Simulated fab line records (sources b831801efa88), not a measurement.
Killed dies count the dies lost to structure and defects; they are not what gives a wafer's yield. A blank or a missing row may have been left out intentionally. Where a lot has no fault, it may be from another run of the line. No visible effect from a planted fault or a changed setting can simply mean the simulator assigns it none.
What tool caused it? -- flow gf180mcu -- Sampling: 15 lots, 45 wafers, 3 of 602 route steps

## WHAT THE GAUGES SHOWED, per wafer
GF_VT_IMPLANT_OVL_MEAS_07. Usual: for VT_IMPLANT_OVL the level is 1.1 nm and the standard deviation is 1.9.
lot,measured,on,VT_IMPLANT_OVL (nm),flag
L255,day 5 15:50,overlay-01,1.5 2.9 2.6,
L256,day 5 21:17,overlay-01,0.2 1.7 1.0,
L258,day 6 10:41,overlay-02,0.8 -1.4 0.7,
L260,day 6 21:57,overlay-01,3.4 0.6 2.3,
L263,day 7 17:57,overlay-01,2.5 3.6 2.5,
L266,day 8 11:58,overlay-01,0.1 -0.2 -2.4,
L269,day 9 06:46,overlay-02,1.6 1.9 1.5,
L270,day 9 11:31,overlay-02,-0.8 -0.8 -1.3,
L271,day 9 17:11,overlay-02,4.6 3.7 4.7,
L272,day 9 22:29,overlay-01,1.7 3.1 -0.8,
L273,day 10 05:59,overlay-01,2.3 2.5 3.5,
L274,day 10 12:56,overlay-02,-2.7 -2.1 -0.7,
L275,day 10 17:32,overlay-01,1.2 2.0 2.5,
L276,day 10 23:06,overlay-02,0.5 1.1 0.1,
L277,day 11 05:59,overlay-02,2.4 1.7 1.9,

## WHAT TOOL EACH LOT RAN ON (gives the tool, then ch and the chambers of the sampled wafers, and finally the start)
lot,GF_STI_CMP_25,GF_MVSD_STRIP_10
L255,"cmp-02 ch 0,1,2, day 2 04:31","plasma_asher-02 ch 0,1, day 4 11:19"
L256,"cmp-02 ch 0,2, day 2 09:37","plasma_asher-01 ch 0, day 4 16:14"
L258,"cmp-02 ch 0,1, day 2 20:05","plasma_asher-02 ch 0,1, day 5 05:07"
L260,"cmp-01 ch 0,2,3, day 3 04:53","plasma_asher-04 ch 0,1, day 5 15:02"
L263,"cmp-02 ch 1,2, day 3 21:42","plasma_asher-01 ch 0,1, day 6 10:32"
L266,"cmp-01 ch 1,2, day 4 12:18","plasma_asher-04 ch 0,1, day 7 03:19"
L269,"cmp-01 ch 0,2,3, day 5 03:47","plasma_asher-02 ch 0,1, day 7 21:16"
L270,"cmp-02 ch 1,2,3, day 5 09:10","plasma_asher-01 ch 0,1, day 8 02:18"
L271,"cmp-01 ch 1,2,3, day 5 14:10","plasma_asher-01 ch 0,1, day 8 08:28"
L272,"cmp-02 ch 0,2,3, day 5 18:44","plasma_asher-02 ch 0,1, day 8 13:14"
L273,"cmp-02 ch 0,1,3, day 6 01:34","plasma_asher-04 ch 0,1, day 8 20:22"
L274,"cmp-01 ch 0,3, day 6 06:18","plasma_asher-04 ch 0,1, day 9 01:36"
L275,"cmp-02 ch 0,1,2, day 6 10:57","plasma_asher-02 ch 0,1, day 9 06:21"
L276,"cmp-01 ch 0,1,3, day 6 16:05","plasma_asher-02 ch 0,1, day 9 11:14"
L277,"cmp-01 ch 0,1,2, day 6 21:37","plasma_asher-04 ch 0,1, day 9 18:37"
- GF_STI_CMP_25: polishes, stops on Si3N4, t overpolish 33 s, target thk 524.6 nm.
- GF_MVSD_STRIP_10: strips in O2/N2.

## WHAT THE TOOLS THEMSELVES READ (means of the sampled wafers that have a number; where no wafer has one, the mark that the record gives instead)
GF_STI_CMP_25. Usual: motor_current_A 11.4 A, standard deviation 0.71; overpolish_run_s 32.999 s, standard deviation 0.0087; time_to_endpoint_s 121 s, standard deviation 5.1.
lot,tool,motor_current_A (A),overpolish_run_s (s),time_to_endpoint_s (s),flag
L255,cmp-02,11.0,32.995,124,
L256,cmp-02,10.8,32.991,125,
L258,cmp-02,10.8,32.998,127,
L260,cmp-01,11.6,32.995,120,
L263,cmp-02,11.4,33.004,120,
L266,cmp-01,11.3,33.003,123,
L269,cmp-01,12.0,33.000,124,
L270,cmp-02,11.3,33.000,119,
L271,cmp-01,11.7,32.998,119,
L272,cmp-02,11.2,33.000,117,
L273,cmp-02,10.8,33.001,119,
L274,cmp-01,12.3,32.996,119,
L275,cmp-02,11.1,32.999,116,
L276,cmp-01,12.2,32.994,120,
L277,cmp-01,12.1,33.004,117,

GF_MVSD_STRIP_10. Usual: drypump_motor_current_A 5.4 A, standard deviation 0.5; heater_power_w 312 W, standard deviation 26; oes_product_au 0.722 a.u., standard deviation 0.0049; strip_time_to_endpoint_s 37.00 s, standard deviation 0.13.
lot,tool,drypump_motor_current_A (A),heater_power_w (W),oes_product_au (a.u.),strip_time_to_endpoint_s (s),flag
L255,plasma_asher-02,5.5,289,0.719,36.82,
L256,plasma_asher-01,6.6,304,0.722,37.05,
L258,plasma_asher-02,5.6,264,0.721,36.98,
L260,plasma_asher-04,5.0,316,0.722,37.04,
L263,plasma_asher-01,5.7,322,0.721,36.71,
L266,plasma_asher-04,5.1,320,0.725,37.21,
L269,plasma_asher-02,5.4,295,0.723,37.04,
L270,plasma_asher-01,6.2,321,0.727,37.12,
L271,plasma_asher-01,5.7,324,0.725,36.87,
L272,plasma_asher-02,5.4,296,0.725,37.01,
L273,plasma_asher-04,5.0,333,0.721,36.90,
L274,plasma_asher-04,5.0,329,0.727,37.04,
L275,plasma_asher-02,5.4,295,0.726,37.03,
L276,plasma_asher-02,5.4,295,0.716,37.06,
L277,plasma_asher-04,5.0,328,0.727,37.08,

## THE ANSWER, worked out from the rows above alone
Rule: take the mean of a lot's wafers that have a number; if it is more than 3 standard deviations from the usual mean, the lot is off. A lot without any number at a reading at which 4 lots or more have one is off too. Where the step has rows for the other lots, those lots are counted as sound. First the gauges in route order, then the tools' own readings, where a lot's mean is used as printed above. At the first step where some lot is off, the reading lying furthest off is the one used; lots without a number count as furthest.
None of the lots is off at any reading shown; this tells nothing.

## WHAT THE SIMULATOR HAD PUT IN
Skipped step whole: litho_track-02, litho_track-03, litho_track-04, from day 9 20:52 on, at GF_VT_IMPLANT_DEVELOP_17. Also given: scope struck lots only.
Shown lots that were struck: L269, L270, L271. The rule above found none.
